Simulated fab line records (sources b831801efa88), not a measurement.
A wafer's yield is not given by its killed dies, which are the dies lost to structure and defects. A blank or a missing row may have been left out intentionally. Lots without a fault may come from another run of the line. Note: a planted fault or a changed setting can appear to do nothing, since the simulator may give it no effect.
A lot that was struck, set against a sound lot + flow sky130 + 14 steps out of a route of 708
Sound: these wafers, L711.2, L711.4, L711.6. Wafers L703.1, L703.4, L703.5 were the ones struck. The cause comes at the end.
Per side, at each step with rows, come the tool, then ch with its chambers, and then its first start. Under that, the readings that differ: sound wafers + struck wafers + difference of the means + sigmas: that difference in standard deviations of wafers without a fault.
alike: words and numbers the same on both sides, and readings whose means are apart by under 2 such deviations; not compared: readings that were withheld, readings missing a value for some wafer, numbers with overlapping values and no deviation given by the record, and bounds like >300 which may hide the same value.
A row with sigmas, a row that says differs or no value, or rows on one side alone: a step with any of these is where the two part. Numbers that have no deviation but don't overlap get no sigmas and don't part them. A reading missing from all wafers of one side parts the sides only when that side holds two or more wafers.

SKY_VIA3_CMP_02: polishes SiO2.
  sound on cmp-01 ch 0,2, day 44 04:22; struck on cmp-02 ch 0,1,2, day 40 04:34
  alike: edge zone pressure frac, motor current A
SKY_VIA3_BOW_MEAS_03:
  sound on film metro-02, day 44 04:41; struck on film metro-02, day 40 04:52
  alike: VIA3_BOW
then, 8 steps without rows for these wafers: SKY_VIA3_DEHYDRATE_04 (time 60 s); SKY_VIA3_HMDS_05 (prime time 60 s); SKY_VIA3_COAT_06 (resist thk 60 nm); SKY_VIA3_COAT_07 (resist thk 450 nm); SKY_VIA3_SOFTBAKE_08 (time 90 s); SKY_VIA3_EXPOSE_09 (exposes mask VIM3, target cd 200 nm); SKY_VIA3_PEB_10; SKY_VIA3_DEVELOP_11 (develop time 60 s).
SKY_VIA3_CD_MEAS_12: target cd 200 nm.
  sound on cd sem-01, day 45 02:14; struck on cd sem-02, day 41 05:13
  alike: cd nm
SKY_VIA3_OVL_MEAS_13:
  sound on overlay-01, day 45 02:21; struck on overlay-01, day 41 05:20
  alike: VIA3_OVL
SKY_VIA3_ETCH_14: etches BARC in N2/H2, stops on SiO2, time 45.9 s, target depth 60 nm.
  sound on rie diel-02 ch 0,1,3, day 45 02:23; struck on rie diel-04 ch 1,3, day 41 05:23
  alike: drypump motor current A, oes product au, throttle valve pct
  not compared: rf hours counter h, model.KrF-thick_of_VIA3_COAT_07.thk nm
SKY_VIA3_ETCH_15: etches SiO2 in C4F8/O2/Ar, stops on TiN, target depth 507 nm, time 78 s.
  sound on rie diel-02 ch 0,1,3, day 45 02:25; struck on rie diel-04 ch 1,3, day 41 05:25
  alike: oes product au
  not compared: rf hours counter h

## WHERE THEY PART
Nowhere in this record.

WHY: what had been put in by the simulator
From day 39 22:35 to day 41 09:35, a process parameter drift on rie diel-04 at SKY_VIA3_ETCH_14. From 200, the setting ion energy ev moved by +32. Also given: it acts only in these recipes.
